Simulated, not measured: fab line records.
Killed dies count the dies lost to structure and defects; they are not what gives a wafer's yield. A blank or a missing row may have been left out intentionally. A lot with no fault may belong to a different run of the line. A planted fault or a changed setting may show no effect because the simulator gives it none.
A lot that was struck, set against a sound lot + flow sky130 + 36 out of 708 route steps
Sound: the wafers L830.1, L830.4, L830.6. Struck: wafers L839.3, L839.5. (L839.6 of the same lot was not struck and is left out.) The cause comes at the end.
At each step with rows: each side's tool, then ch and its chambers, then its first start. Under that, the readings that differ: sound wafers + struck wafers + difference of the means + sigmas: that difference in standard deviations of wafers without a fault.
alike: readings with means less than 2 such deviations apart, plus words and numbers identical on both sides. not compared: withheld readings, readings lacking a value on some wafer, bounds such as >300 that could conceal the same value, and numbers that have no deviation in the record and whose values overlap.
A row with sigmas, a row that says differs or no value, or rows on one side alone: a step with any of these is where the two part. Numbers that have no deviation but don't overlap get no sigmas and don't part them. A reading that every wafer of one side lacks parts them only if that side has two wafers or more.

first, 10 steps without rows for these wafers: SKY_DNWELL_IMPLANT_07; SKY_DNWELL_STRIP_08 (strips in O2/N2); SKY_PWDE_DEHYDRATE_00 (time 60 s); SKY_PWDE_HMDS_01 (prime time 60 s); SKY_PWDE_COAT_02 (resist thk 3000 nm); SKY_PWDE_SOFTBAKE_03; SKY_PWDE_EXPOSE_04 (exposes mask PWDEM, target cd 840 nm); SKY_PWDE_PEB_05; SKY_PWDE_DEVELOP_06 (develop time 60 s); SKY_PWDE_IMPLANT_08.
SKY_PWDE_STRIP_09: strips in O2/N2.
  sound on plasmaAsher-04 ch 0,1, day 6 14:28; struck on plasmaAsher-03 ch 0, day 8 15:17
  alike: drypumpMotorCurrentA, oesProductAu, stripTimeToEndpointS
  not compared: rfHoursCounterH
then, 22 steps without rows for these wafers: SKY_NWELL_DEHYDRATE_03 (time 60 s); SKY_NWELL_HMDS_04 (prime time 60 s); SKY_NWELL_COAT_05 (resist thk 3000 nm); SKY_NWELL_SOFTBAKE_06; SKY_NWELL_EXPOSE_07 (exposes mask NWM, target cd 840 nm); SKY_NWELL_PEB_08; SKY_NWELL_DEVELOP_09 (develop time 60 s); SKY_NWELL_IMPLANT_11; SKY_NWELL_IMPLANT_12; SKY_NWELL_IMPLANT_13; SKY_NWELL_STRIP_14 (strips in O2/N2); SKY_NWELL_DEHYDRATE_16 (time 60 s); SKY_NWELL_HMDS_17 (prime time 60 s); SKY_NWELL_COAT_18 (resist thk 3000 nm); SKY_NWELL_SOFTBAKE_19; SKY_NWELL_EXPOSE_20 (exposes mask NWM COMPLEMENT, target cd 840 nm); SKY_NWELL_PEB_21; SKY_NWELL_DEVELOP_22 (develop time 60 s); SKY_NWELL_IMPLANT_24; SKY_NWELL_STRIP_25 (strips in O2/N2); SKY_NWELL_CLEAN_27 (cleans in SC1/SC2, time 150 s); SKY_NWELL_RTA_28 (time 30 s).
-- the record jumps here: 11 days lie between the struck wafers' starts before and after (it left off in module NWELL and takes up again in module SONOS_ONO, whose first step shown is number 180 of the route) --
SKY_SONOS_ONO_DEVELOP_12: develop time 60 s.
  sound on lithoTrack-02 ch 0, day 16 14:01; struck on lithoTrack-02 ch 0, day 19 12:28
| reading                   | sound             | struck      | difference | sigmas |
|---------------------------|-------------------|-------------|------------|--------|
| model.SONOS_ONO.cdNm (nm) | 411.1 409.7 409.2 | 441.6 442.3 | +32.0      |        |
  alike: chillPlateTempC
SKY_SONOS_ONO_ETCH_15: etches the open film in CHF3/O2, target depth 19.52 nm, time 7.8 s.
  sound on rieDiel-04 ch 0,2,3, day 16 14:20; struck on rieDiel-03 ch 2,3, day 19 12:44
| reading                   | sound             | struck      | difference | sigmas |
|---------------------------|-------------------|-------------|------------|--------|
| model.SONOS_ONO.cdNm (nm) | 411.3 409.4 409.3 | 441.6 442.2 | +31.9      |        |
  alike: drypumpMotorCurrentA, oesProductAu, throttleValvePct
  not compared: rfHoursCounterH
-- record jumps: 31 days separate the struck wafers' starts on either side; left off in module SONOS_ONO, taken up again in module PAD_OPEN, whose first shown step is the route's number 708 --
SKY_PAD_OPEN_PROBE_99:
  the record has rows for the struck wafers here (prober-02, day 50 10:05) and none for the sound ones

## WHERE THEY PART
Within this record, at SKY_PAD_OPEN_PROBE_99 only.

WHY: whatever the simulator had introduced
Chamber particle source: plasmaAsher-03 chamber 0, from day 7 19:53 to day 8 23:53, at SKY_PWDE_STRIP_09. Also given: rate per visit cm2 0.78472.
